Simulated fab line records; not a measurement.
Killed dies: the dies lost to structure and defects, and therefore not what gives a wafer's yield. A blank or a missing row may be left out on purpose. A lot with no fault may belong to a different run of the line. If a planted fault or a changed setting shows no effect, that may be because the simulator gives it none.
fab line records	flow sky130
[record] lots = 6	wafers = 18	last_day = 50
route steps=708 shown CONTACT@412 PAD_OPEN@708
lots that met no fault: taken from a fault-free run of the same line
start_h: start of the lot's first displayed wafer, in hours after the record's first day	wait_h: how many hours have passed since the lot's step before this one	" repeats the value in the row above	L1.1+2: one row covering several wafers at once	- either no value or no given start	* or withheld: withheld	< > ~ a bound
route shown NAME@n: a module of which the file shows steps, and the number in the route of the first	usual: average and standard deviation across the fault-free wafers	same: alike in all rows	chamber/n: place in a boat	sites: the reading at each site	_std_site: standard deviation of those values	_edge_site: inner sites' mean taken away from outer sites' mean	radius_mm: for every site, how far away it sits from the centre of the wafer	mask NAME#n: copy n	behind: the most recent tool/chamber to have shaped the wafer	hold: why the lot was held/for how many hours/how that ended	device: names the non-switching transistor (n, p or np)	end of line: the same wafers' tests at the end of the route	where a step has no rows: the recipe by itself	killed: at the first sort, the dies lost to defects and structure; wafer yield is something else	map: per-die view of a wafer (x killed, . not killed, _ where there is no die)
set.NAME: the run value of the setting; set.NAME@STEP: its run value at that earlier step	model.NAME: the simulator's own value behind a step, which no gauge read
lots at some steps of the route; a table a step, a row a wafer
services: the hour from which a tool's chamber was out of use, counted from the record's first day as start_h (under 0 if before that day), plus the number of hours and why
[[steps]]
[step SKY_CONTACT_DEHYDRATE_06]
[recipe] temp_c = 200	time_s = 60
[step SKY_CONTACT_HMDS_07]
[recipe] prime_time_s = 60	prime_temp_c = 120
[step SKY_CONTACT_COAT_08]
[recipe] resist = BARC	temp_c = withheld	time_s = withheld	spin_rpm = 3000	resist_thk_nm = 60
[step SKY_CONTACT_COAT_09]
[recipe] resist = KrF-thick	spin_rpm = 3000	resist_thk_nm = 450
[step SKY_CONTACT_SOFTBAKE_10]
[recipe] temp_c = 100.5	time_s = 90	resist = KrF-thick
[step SKY_CONTACT_EXPOSE_11]
[recipe] mask_id = CTM1	na = 0.8	source_shape = annular	sigma_inner = 0.55	sigma_outer = 0.85	target_cd_nm = 170	dose_mj = 38
[step SKY_CONTACT_PEB_12]
[recipe] peb_temp_c = withheld	peb_time_s = withheld	resist = KrF-thick
[step SKY_CONTACT_DEVELOP_13]
[recipe] develop_time_s = 60	resist = KrF-thick	dev_temp_c = 21
[step SKY_CONTACT_CD_MEAS_14]
[recipe] target_cd_nm = 170
[usual] cd_nm = 171.1/1.3
lot.wafer	tool	chamber	start_h	wait_h	cd_nm
L133.1	cd_sem-02	-	736.56	-	170.7
L133.5	"	-	"	"	170.6
L133.6	"	-	"	"	170.0
L138.1	cd_sem-01	-	769.27	-	172.0
L138.3	"	-	"	"	170.8
L138.5	"	-	"	"	172.0
L147.1	cd_sem-01	-	842.87	-	172.3
L147.3	"	-	"	"	173.5
L147.4	"	-	"	"	172.8
L148.1	cd_sem-01	-	862.39	-	172.0
L148.3	"	-	"	"	168.3
L148.5	"	-	"	"	169.4
L151.2	cd_sem-01	-	891.35	-	171.2
L151.4	"	-	"	"	172.8
L151.5	"	-	"	"	171.9
L153.1	cd_sem-02	-	892.58	-	170.0
L153.2	"	-	"	"	169.0
L153.5	"	-	"	"	168.1
[step SKY_CONTACT_OVL_MEAS_15]
[usual] CONTACT_OVL = 3/5.3
lot.wafer	tool	chamber	start_h	wait_h	CONTACT_OVL[nm]
L133.1	overlay-01	-	736.68	0.1	1
L133.5	"	-	"	"	0
L133.6	"	-	"	"	3
L138.1	overlay-01	-	769.39	0.1	-6
L138.3	"	-	"	"	-7
L138.5	"	-	"	"	-2
L147.1	overlay-01	-	842.99	0.1	1
L147.3	"	-	"	"	-5
L147.4	"	-	"	"	-6
L148.1	overlay-01	-	862.51	0.1	0
L148.3	"	-	"	"	6
L148.5	"	-	"	"	4
L151.2	overlay-02	-	891.46	0.1	0
L151.4	"	-	"	"	5
L151.5	"	-	"	"	-5
L153.1	overlay-01	-	892.70	0.1	4
L153.2	"	-	"	"	5
L153.5	"	-	"	"	-3
[step SKY_CONTACT_ETCH_16]
[recipe] chemistry = N2/H2	target = BARC	ion_energy_ev = 200	source_w = 500	bias_w = 100	pressure_mtorr = 30	n2_flow_sccm = 100	h2_flow_sccm = 200	stop_on = SiO2	time_s = 45.9	target_depth_a = 600
[usual] bias_w = 99.99/0.29	drypump_motor_current_A = 5.6/0.54	oes_product_au = 0.855/0.005	throttle_valve_pct = 13.225/0.0098
lot.wafer	tool	chamber	start_h	wait_h	bias_w	drypump_motor_current_A	oes_product_au	rf_hours_counter_h	throttle_valve_pct
L133.1	rie_diel-04	1	736.72	0.0	100.14	6.2	0.849	44	13.234
L133.5	"	2	"	"	100.52	6.1	0.859	-	13.221
L133.6	"	3	"	"	99.76	6.6	0.863	-	13.228
L138.1	rie_diel-03	2	769.42	0.0	99.46	5.2	0.859	4	13.218
L138.3	"	0	"	"	100.31	5.2	0.863	10	13.224
L138.5	"	0	"	"	99.99	5.2	0.845	-	13.227
L147.1	rie_diel-04	1	843.02	0.0	99.93	6.2	0.853	2	13.228
L147.3	"	0	"	"	100.47	5.8	0.852	8	13.199
L147.4	"	3	"	"	100.29	6.6	0.861	23	13.222
L148.1	rie_diel-04	3	862.54	0.0	100.03	6.6	0.863	23	13.234
L148.3	"	1	"	"	100.33	6.2	0.859	2	13.239
L148.5	"	2	"	"	100.40	6.1	0.854	-	13.217
L151.2	rie_diel-03	3	891.49	0.0	100.66	5.2	0.860	8	13.214
L151.4	"	1	"	"	100.02	5.5	0.854	12	13.221
L151.5	"	0	"	"	100.05	5.3	0.852	-	13.221
L153.1	rie_diel-03	3	892.74	0.0	99.68	5.2	0.854	8	13.211
L153.2	"	0	"	"	100.13	5.3	0.853	14	13.219
L153.5	"	2	"	"	99.56	5.2	0.858	-	13.230
[step SKY_CONTACT_ETCH_17]
[recipe] target = SiO2	chemistry = C4F8/O2/Ar	stop_on = Si3N4	mask_material = KrF-thick	source_w = 1500	bias_w = 1200	pressure_mtorr = 40	c4f8_flow_sccm = withheld	O2_flow_sccm = 6	Ar_flow_sccm = 300	time_s = withheld	target_depth_a = 3400
[usual] bias_w = 1200/3.3	oes_product_au = 0.890/0.0045
lot.wafer	tool	chamber	start_h	wait_h	bias_w	oes_product_au
L133.1	rie_diel-04	1	736.76	0.0	1201	0.882
L133.5	"	2	"	"	1203	0.886
L133.6	"	3	"	"	1199	0.892
L138.1	rie_diel-03	2	769.47	0.0	1201	0.885
L138.3	"	0	"	"	1200	0.890
L138.5	"	0	"	"	1201	0.890
L147.1	rie_diel-04	1	843.07	0.0	1199	0.885
L147.3	"	0	"	"	1197	0.894
L147.4	"	3	"	"	1199	0.892
L148.1	rie_diel-04	3	862.59	0.0	1200	0.891
L148.3	"	1	"	"	1199	0.883
L148.5	"	2	"	"	1202	0.894
L151.2	rie_diel-03	3	891.53	0.0	1198	0.892
L151.4	"	1	"	"	1206	0.889
L151.5	"	0	"	"	1199	0.883
L153.1	rie_diel-03	3	892.78	0.0	1193	0.889
L153.2	"	0	"	"	1197	0.891
L153.5	"	2	"	"	1200	0.891
[step SKY_CONTACT_ETCH_18]
[recipe] target = Si3N4	chemistry = CHF3/O2	stop_on = TiN	source_w = 600	bias_w = 200	pressure_mtorr = 40	chf3_flow_sccm = 50	O2_flow_sccm = 5	time_s = 39	target_depth_a = 750
[usual] bias_w = 200.0/0.59	drypump_motor_current_A = 5.6/0.53	oes_product_au = 0.856/0.0089	throttle_valve_pct = 8.793/0.0098
lot.wafer	tool	chamber	start_h	wait_h	bias_w	drypump_motor_current_A	oes_product_au	rf_hours_counter_h	throttle_valve_pct	model.KrF-thick_of_CONTACT_COAT_09.thk_nm	model.TiN_of_LOCAL_INTERCONNECT_SPUTTER_00.thk_nm
L133.1	rie_diel-04	1	736	-	199.7	6.1	0.848	44	8.782	237	101.1
L133.5	"	2	"	"	199.9	6.1	0.868	-	8.795	239	101.6
L133.6	"	3	"	"	200.1	6.6	0.839	-	8.795	246.9	101.5
L138.1	rie_diel-03	2	769	-	200.0	5.2	0.854	4	8.790	246.6	98.47
L138.3	"	0	"	"	200.2	5.2	0.854	10	8.795	245.1	100.5
L138.5	"	0	"	"	200.9	5.2	0.863	-	8.802	243.7	100.8
L147.1	rie_diel-04	1	843	-	290.0	6.1	0.850	2	8.785	234.3	96.74
L147.3	"	0	"	"	288.1	5.8	0.850	8	8.805	239.3	98.58
L147.4	"	3	"	"	288.0	6.6	0.855	23	8.790	237	98.34
L148.1	rie_diel-04	3	862	-	289.9	6.6	0.848	23	8.791	235.9	97.97
L148.3	"	1	"	"	289.5	6.2	0.867	2	8.797	229.5	96.81
L148.5	"	2	"	"	288.5	6.1	0.873	-	8.796	224.2	98.54
L151.2	rie_diel-03	3	891	-	200.1	5.2	0.847	8	8.807	249.1	100.3
L151.4	"	1	"	"	201.2	5.5	0.861	12	8.781	246.2	100.3
L151.5	"	0	"	"	200.0	5.3	0.835	-	8.792	240.6	99.6
L153.1	rie_diel-03	3	892	-	200.0	5.1	0.855	8	8.797	248.3	100.1
L153.2	"	0	"	"	199.3	5.3	0.857	14	8.813	243.2	98.29
L153.5	"	2	"	"	200.3	5.2	0.846	-	8.788	248.9	100.2
[step SKY_CONTACT_STRIP_19]
[recipe] chemistry = O2/N2	power_w = 1400	pressure_mtorr = 1500	platen_temp_c = withheld	o2_flow_sccm = 3000	n2_flow_sccm = 300	overash_fraction = 0.5
[usual] drypump_motor_current_A = 5.9/0.54	o2_flow_sccm = 2999/7.9	oes_product_au = 0.382/0.0054	strip_time_to_endpoint_s = 3.63/0.044
lot.wafer	tool	chamber	start_h	wait_h	drypump_motor_current_A	o2_flow_sccm	oes_product_au	rf_hours_counter_h	strip_time_to_endpoint_s
L133.1	plasma_asher-02	1	736.85	-	5.5	2977	0.383	30	3.57
L133.5	"	1	"	"	5.5	3003	0.385	-	3.57
L133.6	"	0	"	"	6.8	3000	0.382	-	3.64
L138.1	plasma_asher-03	0	769.56	-	5.8	2991	0.381	2	3.65
L138.3	"	0	"	"	5.8	3001	0.386	-	3.65
L138.5	"	0	"	"	5.7	2989	0.385	-	3.63
L147.1	plasma_asher-01	0	843.16	-	5.4	3003	0.374	74	3.53
L147.3	"	0	"	"	5.4	3010	0.381	-	3.58
L147.4	"	1	"	"	6.4	3002	0.370	-	3.56
L148.1	plasma_asher-02	1	862.68	-	5.5	2989	0.378	43	3.54
L148.3	"	1	"	"	5.5	2993	0.378	-	3.47
L148.5	"	1	"	"	5.5	2995	0.376	-	3.42
L151.2	plasma_asher-03	0	891.62	-	5.8	3012	0.380	14	3.68
L151.4	"	0	"	"	5.8	2992	0.377	-	3.67
L151.5	"	1	"	"	5.5	2998	0.381	-	3.60
L153.1	plasma_asher-03	0	892.87	-	5.8	3019	0.391	15	3.68
L153.2	"	1	"	"	5.5	2995	0.380	15	3.63
L153.5	"	0	"	"	5.8	3013	0.400	-	3.69
[step SKY_CONTACT_STRIP_20]
[recipe] chemistry = post_etch_residue_remover	time_s = 1200	temp_c = 72.5
[step SKY_PAD_OPEN_PROBE_99]
[usual] killed_at_M0_to_M3 = 43/6.8	killed_at_M4_up = 3.3/1.8	killed_at_contacts = 25/5.9	killed_at_front_end = 16/4.2	killed_at_other = 0.3/0.69	killed_dies = 87/8.6	killed_on_rim = 17/3.6	killed_open = 48/6.3	killed_short = 39/5.3
[same] gross_dies = 492	killed_at_back_side = 0
lot.wafer	tool	chamber	start_h	wait_h	killed_at_M0_to_M3	killed_at_M4_up	killed_at_contacts	killed_at_front_end	killed_at_other	killed_dies	killed_on_rim	killed_open	killed_short
L147.1	prober-01	-	1157.60	0.1	47	3	17	16	0	83	20	42	41
L147.3	prober-01	-	1157.70	0.2	50	5	23	17	0	95	25	55	40
L147.4	prober-01	-	1157.75	0.2	48	4	25	14	0	91	16	44	47
L148.1	prober-01	-	1170.54	0.1	44	2	26	15	0	87	16	43	44
L148.3	prober-01	-	1170.64	0.2	37	4	34	12	0	87	19	45	42
L148.5	prober-01	-	1170.74	0.2	38	4	33	12	1	88	20	39	49
// killed by level:class
L147.1 VIA1:geometric_particle:open=8 METAL1:geometric_particle:short=8 VIA2:geometric_particle:open=7 LI_CONTACT:geometric_particle:open=5 VIA3:geometric_particle:open=5 FIELD_ISO:geometric_particle:short=4 METAL2:geometric_particle:short=4 CONTACT:geometric_particle:short=3
L147.3 VIA1:geometric_particle:open=17 CONTACT:geometric_particle:open=10 VIA2:geometric_particle:open=7 CONTACT:geometric_particle:short=6 METAL2:geometric_particle:short=6 VIA3:geometric_particle:open=6 METAL1:geometric_particle:short=5 FIELD_ISO:geometric_particle:short=4
L147.4 LI_CONTACT:geometric_particle:open=9 VIA1:geometric_particle:open=9 METAL1:geometric_particle:short=8 CONTACT:geometric_particle:open=7 METAL3:geometric_particle:short=7 METAL2:geometric_particle:short=6 FIELD_ISO:geometric_particle:open=5 CONTACT:geometric_particle:short=5
L148.1 VIA1:geometric_particle:open=11 CONTACT:geometric_particle:open=8 LI_CONTACT:geometric_particle:open=6 VIA2:geometric_particle:open=6 LOCAL_INTERCONNECT:geometric_particle:short=5 VIA1:geometric_particle:short=5 POLY_GATE:geometric_particle:short=4 METAL1:geometric_particle:short=4
L148.3 LI_CONTACT:geometric_particle:open=9 VIA1:geometric_particle:open=9 LOCAL_INTERCONNECT:geometric_particle:short=8 CONTACT:geometric_particle:open=8 VIA3:geometric_particle:open=6 VIA1:geometric_particle:short=5 METAL3:geometric_particle:short=5 POLY_GATE:geometric_particle:open=4
L148.5 CONTACT:geometric_particle:open=10 VIA1:geometric_particle:open=10 LOCAL_INTERCONNECT:geometric_particle:short=9 LI_CONTACT:geometric_particle:open=7 METAL2:geometric_particle:short=7 METAL1:geometric_particle:short=6 VIA1:geometric_particle:short=4 CONTACT:geometric_particle:short=4
[[services]]
tool	chamber	start_h	hours	kind
plasma_asher-02	-	717.01	0.7	repair
plasma_asher-03	-	719.99	4.0	pm
plasma_asher-03	-	733.80	9.0	pm
plasma_asher-03	0	733.80	9.0	vent_cycle
plasma_asher-03	1	733.80	9.0	vent_cycle
plasma_asher-03	0	742.80	-	clean
plasma_asher-03	1	742.80	-	clean
rie_diel-04	1	759.31	-	clean
rie_diel-04	1	759.31	24.7	scheduled_down
rie_diel-04	1	759.31	24.7	vent_cycle
rie_diel-04	0	760.17	3.1	repair
rie_diel-03	1	785.46	9.3	repair
plasma_asher-01	-	810.95	2.6	repair
rie_diel-04	2	835.31	5.4	repair
plasma_asher-01	-	858.51	0.8	repair
plasma_asher-01	-	866.78	2.3	repair
[[key]]
[first_sign] step = SKY_CONTACT_ETCH_18	reading = bias_w	direction = up	sigmas = 99+	usual = 200.0	struck = 289.0
[effect] step = SKY_CONTACT_STRIP_19	reading = strip_time_to_endpoint_s	direction = down	sigmas = 2.6	usual = *	struck = *
[model_effect] step = SKY_CONTACT_ETCH_18	value = KrF-thick_of_CONTACT_COAT_09.thk_nm	without = 244.8	struck = 233.4
met_at SKY_CONTACT_ETCH_18
struck_wafers L147.1,L147.3,L147.4,L148.1,L148.3,L148.5
tester_left_out L147,L148
onset_between 736 843
[fault] kind = process_parameter_drift	tool = rie_diel-04	chamber = -	onset_h = 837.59	steps = SKY_CONTACT_ETCH_18	channel = bias_w	offset = 88.706	shape = step	end_h = 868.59	acts_in = these_recipes_only	stated = 200
// tester_left_out: of these lots the tester's yield and bins aren't shown, on N5 and GAA mostly nor the transistor test; their killed dies are dies lost to structure and defects alone, not to doping, threshold or leakage, so they don't give the yield
